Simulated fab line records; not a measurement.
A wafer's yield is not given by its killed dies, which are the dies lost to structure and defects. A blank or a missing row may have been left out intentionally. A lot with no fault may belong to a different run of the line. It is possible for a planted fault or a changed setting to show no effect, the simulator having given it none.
Lot-split experiment ; flow sfq-line ; 23 wafers read from 5 lots, route of 325 steps

== SPLIT DETAILS ==
At SFQ_TRILAYER_M1_ETCH_METAL_ETCH_042 (etches Nb in Cl2/Ar, stops on SiO2, target depth 240 nm, time 120 s), the setting time-s was moved away from the recipe's 120 s on 7 of the 23 wafers read, by -5.4% to +9.2%. The other wafers ran this setting at the recipe's value.

The split's own step is where the reading is taken.

== THE READING ==
KrF_of_TRILAYER_M1_LITHO_COAT_039.thk-nm (the simulator's own value, which no gauge read), in nm, at SFQ_TRILAYER_M1_ETCH_METAL_ETCH_042 (etches Nb in Cl2/Ar, stops on SiO2, target depth 240 nm, time 120 s). No usual value for it is given in the file. Here, 16 wafers ran the recipe; their average is 381.5 nm with a standard deviation of 2.7 nm.

wafer;tool, chamber at the split;time-s as run, s;against the recipe;KrF_of_TRILAYER_M1_LITHO_COAT_039.thk-nm, nm;against lot-mates on the recipe
L074.1;rie-metal-03, 0;113.5;-5.4%;391.8;+9.0
L074.2;rie-metal-03, 0;113.5;-5.4%;390.8;+8.0
L074.3;rie-metal-03, 0;120;recipe;381.4;-
L074.4;rie-metal-03, 0;120;recipe;383.8;-
L074.6;rie-metal-03, 0;120;recipe;383.1;-
L075.3;rie-metal-01, 0;120;recipe;385.4;-
L075.4;rie-metal-01, 0;120;recipe;383.9;-
L075.5;rie-metal-01, 0;120;recipe;382.8;-
L076.2;rie-metal-03, 1;120;recipe;380.7;-
L076.3;rie-metal-03, 1;120;recipe;378.5;-
L076.4;rie-metal-03, 0;120;recipe;383.9;-
L076.5;rie-metal-03, 1;120;recipe;382.4;-
L076.6;rie-metal-03, 0;120;recipe;384.3;-
L077.1;rie-metal-04, 1;120;recipe;375.3;-
L077.3;rie-metal-04, 1;131;+9.2%;364;-12.5
L077.4;rie-metal-04, 1;120;recipe;377.7;-
L077.5;rie-metal-04, 1;131;+9.2%;366.5;-10.0
L077.6;rie-metal-04, 1;131;+9.2%;363.7;-12.8
L083.2;rie-metal-04, 0;120;recipe;379.9;-
L083.3;rie-metal-04, 1;120;recipe;380.5;-
L083.4;rie-metal-04, 0;120;recipe;380.1;-
L083.5;rie-metal-04, 0;129.3;+7.8%;367.8;-12.4
L083.6;rie-metal-04, 1;129.3;+7.8%;368.4;-11.8

THE FIT
A straight line over all 23 wafers: KrF_of_TRILAYER_M1_LITHO_COAT_039.thk-nm changes by -1.8 nm for each +1% of time-s; r = -0.96; the points scatter about the line by 2.4 nm.
The same after taking each lot's own level away (the mean of its wafers on the recipe; 23 wafers): -1.41 nm for each +1%; r = -0.97; scatter 1.5 nm.
The reading moves by 13 nm for the largest change in time-s, on that fit.
Measured against the standard deviation above, the lots' own levels, which go from 376.50 to 384.03 nm, span 2.8 times it.
Hence the slope depends on the lot-to-lot level, as the two fits are not the same.
Check: with one of the wafers moved furthest among these (+9.2%) left out of the fit, the line predicts -12.9 nm for it against its lot-mates. It came out at -12.5 nm against them.

== OTHER SPLITS ON THESE WAFERS ==
These wafers also went through other splits before the reading. Each is held against what the fit with the lots' levels taken away leaves over:
other split on the same wafers;wafers away from the commonest value;r with KrF_of_TRILAYER_M1_LITHO_COAT_039.thk-nm (lot level and that fit taken away)
SFQ_TRILAYER_L0_LITHO_COAT_005 spin-rpm;6;+0.23
SFQ_TRILAYER_L0_VIA_LITHO_EXPOSE_014 dose-mj;7;-0.15
SFQ_TRILAYER_I0_CMP_CMP_028 leave-above-ref-nm;9;+0.26
SFQ_TRILAYER_I0_VIA_LITHO_COAT_036 resist-thk-nm;7;+0.12
SFQ_TRILAYER_I0_VIA_ETCH_VIA_ETCH_034 source-w;7;+0.44
SFQ_TRILAYER_M1_LITHO_COAT_044 spin-rpm;11;-0.19

== FILE'S OWN FIT ==
KrF_of_TRILAYER_M1_LITHO_COAT_039.thk-nm changes by -1.43 nm for each +1% of time-s, r = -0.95.
